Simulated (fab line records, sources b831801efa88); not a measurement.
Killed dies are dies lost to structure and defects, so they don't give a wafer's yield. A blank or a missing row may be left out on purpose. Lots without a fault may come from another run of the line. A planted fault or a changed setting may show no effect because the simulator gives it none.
A struck lot beside a sound one | flow sky130 | 15 steps out of a route of 708
Sound: wafers L425.1, L425.4, L425.5. Struck: wafers L436.3, L436.5, L436.6. The cause comes at the end.
At each step with rows: each side's tool, then ch and its chambers, then its first start. Under that, the readings that differ: sound wafers | struck wafers | difference of the means | sigmas: that difference in standard deviations of wafers without a fault.
alike: readings whose means differ by less than 2 such deviations, and words and numbers that are the same on both sides. not compared: withheld readings, readings that some wafer has no value for, bounds like >300 that may hide the same value, and numbers for which the record gives no deviation and whose values overlap.
The two part at a step that has a row with sigmas, a row that says differs or no value, or rows on one side only. Numbers that don't overlap but have no deviation are shown without sigmas and don't part them. A reading that every wafer of one side lacks parts them only if that side has two wafers or more.

SKY_VIA3_SPUTTER_20: material TiN, target thk 20 nm, time 80 s.
  sound on pvd_sputter-03, day 41 04:14; struck on pvd_sputter-04, day 44 15:38
  alike: cathode_dc_power_W, chamber_pressure_pa, throttle_valve_pct
SKY_VIA3_CVD_21: deposits W, target thk 390 nm, time 117.31 s.
  sound on cvd_w-01 ch 0,1, day 41 04:18; struck on cvd_w-01 ch 0,1, day 44 15:44
  alike: heater_power_w
SKY_VIA3_RS_MEAS_22: measures by four-point-probe.
  sound on film_metro-01, day 41 04:26; struck on film_metro-04, day 44 15:52
  alike: VIA3_W_RS
SKY_VIA3_THK_MEAS_23: measures by xrf.
  sound on film_metro-01, day 41 04:33; struck on film_metro-04, day 44 15:58
  alike: VIA3_W_THK
then, 4 steps without rows for these wafers: SKY_VIA3_CMP_24 (polishes, stops on SiO2, t overpolish 20 s, target thk 0 nm); SKY_METAL4_SPUTTER_00 (material Ti, target thk 15 nm, time 10 s); SKY_METAL4_SPUTTER_01 (material TiN, target thk 20 nm, time 16.7 s); SKY_METAL4_SPUTTER_02 (material AlCu, target thk 735 nm, time 39.1 s).
SKY_METAL4_SPUTTER_03: material Ti, target thk 5 nm, time 3.3 s.
  sound on pvd_sputter-04, day 41 04:59; struck on pvd_sputter-03, day 44 16:23
  alike: cathode_dc_power_W, chamber_pressure_pa, throttle_valve_pct
SKY_METAL4_SPUTTER_04: material TiN, target thk 70 nm, time 58.3 s.
  sound on pvd_sputter-04, day 41 05:01; struck on pvd_sputter-03, day 44 16:25
  alike: cathode_dc_power_W, chamber_pressure_pa, throttle_valve_pct
SKY_CAP2M_CVD_00: deposits SiO2, target thk 15.5 nm.
  sound on pecvd-03 ch 0,2, day 41 05:04; struck on pecvd-03 ch 0,2, day 44 16:28
  alike: heater_power_w
SKY_CAP2M_THK_MEAS_01:
  sound on film_metro-03, day 41 05:05; struck on film_metro-01, day 44 16:34
  alike: CAP2M_CVD_00_THK
SKY_CAP2M_SPUTTER_02: material TiN, target thk 200 nm, time 166.7 s.
  sound on pvd_sputter-02, day 41 05:08; struck on pvd_sputter-01, day 44 16:37
  no value came back on the struck wafers for cathode_dc_power_W (W), chamber_pressure_pa (Pa), throttle_valve_pct (%); on the sound wafers cathode_dc_power_W (W) reads 6500.1 6500.9 6501.3
SKY_CAP2M_RS_MEAS_03: measures by four-point-probe.
  sound on film_metro-01, day 41 05:15; struck on film_metro-03, day 44 17:08
  reading               | sound          | struck | difference                    | sigmas
  CAP2M_TIN_RS (ohm/sq) | 6.98 7.04 7.00 | - - -  | no value on the struck wafers |
  not compared: hold
SKY_PAD_OPEN_PROBE_99:
  the record has rows for the sound wafers here (prober-01, day 47 04:20) and none for the struck ones

WHERE THEY PART
First at SKY_CAP2M_SPUTTER_02; last, within this record, at SKY_PAD_OPEN_PROBE_99.

WHY: what the simulator had put in
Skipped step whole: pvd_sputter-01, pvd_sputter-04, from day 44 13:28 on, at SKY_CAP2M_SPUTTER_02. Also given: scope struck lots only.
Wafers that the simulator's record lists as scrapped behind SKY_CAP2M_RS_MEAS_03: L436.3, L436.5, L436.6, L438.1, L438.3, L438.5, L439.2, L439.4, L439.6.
